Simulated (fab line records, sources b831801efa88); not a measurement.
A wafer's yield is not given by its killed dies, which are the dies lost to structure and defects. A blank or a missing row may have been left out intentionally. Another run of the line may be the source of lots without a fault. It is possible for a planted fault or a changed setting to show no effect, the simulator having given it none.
Problem report, 8D (eight disciplines) form, completed by code ; flow sky130 ; the parts of the form that need people (team, actions taken, sign-off) are left out

1. PROBLEM STATEMENT
cathode-dc-power-W at SKY_VIA2_SPUTTER_20 reads a mean of 3626.5 W on 9 wafers of 3 lots; wafers without a fault read 4000.0 W with a standard deviation of 0.71. So: -99 or more standard deviations from the usual mean.
The step: material TiN, target thk 20 nm, time 80 s.
Seen first at day 39 22:44 on pvd-sputter-02, wafer L252.1. The record holds 36 wafers of 12 lots with a number at this step. Rule for "out" (also "out of limits"): further than 4 standard deviations from the usual mean. The other wafers with a number count as sound.

2. WHAT THIS IS AND IS NOT
question;is;is not
which readings at this step;cathode-dc-power-W;-
which lots;L252, L253, L254;L242, L243, L248, L249, L255, L257, L261, L264, L265
which wafers of those lots;all that have a number;-
read on which tools;pvd-sputter-02;pvd-sputter-03, pvd-sputter-04
when;from day 39 22:44;"up to then (12 sound wafers); but 15 sound wafers of L255, L257, L261, L264, L265 came after"

3. WHAT RULES OUT EACH SUSPECT
Counting: a tool at any process step up to the reading remains a suspect when it ran all the lots that are out and ran no sound lot after the first of those.
- cmp-01 at SKY_VIA2_CMP_02 (polishes SiO2): ruled out as a lasting fault. Following L252 (day 38 20:38), the first lot on it that is out, the sound lots L257, L265 were run on it.
- pvd-sputter-02 at SKY_VIA2_SPUTTER_20 (material TiN, target thk 20 nm, time 80 s): ruled out as a lasting fault. Following L252 (day 39 22:44), the first lot on it that is out, the sound lots L264 were run on it.
Left after counting: nothing in the record.

4. THE CAUSE (what the simulator had put in)
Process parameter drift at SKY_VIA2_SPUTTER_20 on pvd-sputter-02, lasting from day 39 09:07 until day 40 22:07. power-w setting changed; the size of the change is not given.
Counting ruled it out, wrongly.

5. THE EFFECT CHAIN, in route order
One row per reading whose mean, taken over the struck wafers that have a number, lies over 3 standard deviations from the usual. Only readings whose record carries a usual standard deviation are examined. hours: median over the lots of the time between each lot's start at the first step of this table that gives one and its start at this step. sigmas: the change, counted in usual standard deviations.
hours;step;reading;usual;on struck wafers;change;sigmas
0;SKY_VIA2_SPUTTER_20;cathode-dc-power-W;4000.0 W;3626.5;-373.5;-99 or more
Here are the process steps it includes:
- SKY_VIA2_SPUTTER_20: material TiN, target thk 20 nm, time 80 s.

6. WHAT WOULD HAVE CAUGHT IT SOONER
First out-of-limits reading in this record: day 39 22:44, which is 14 hours after fault onset at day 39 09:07.
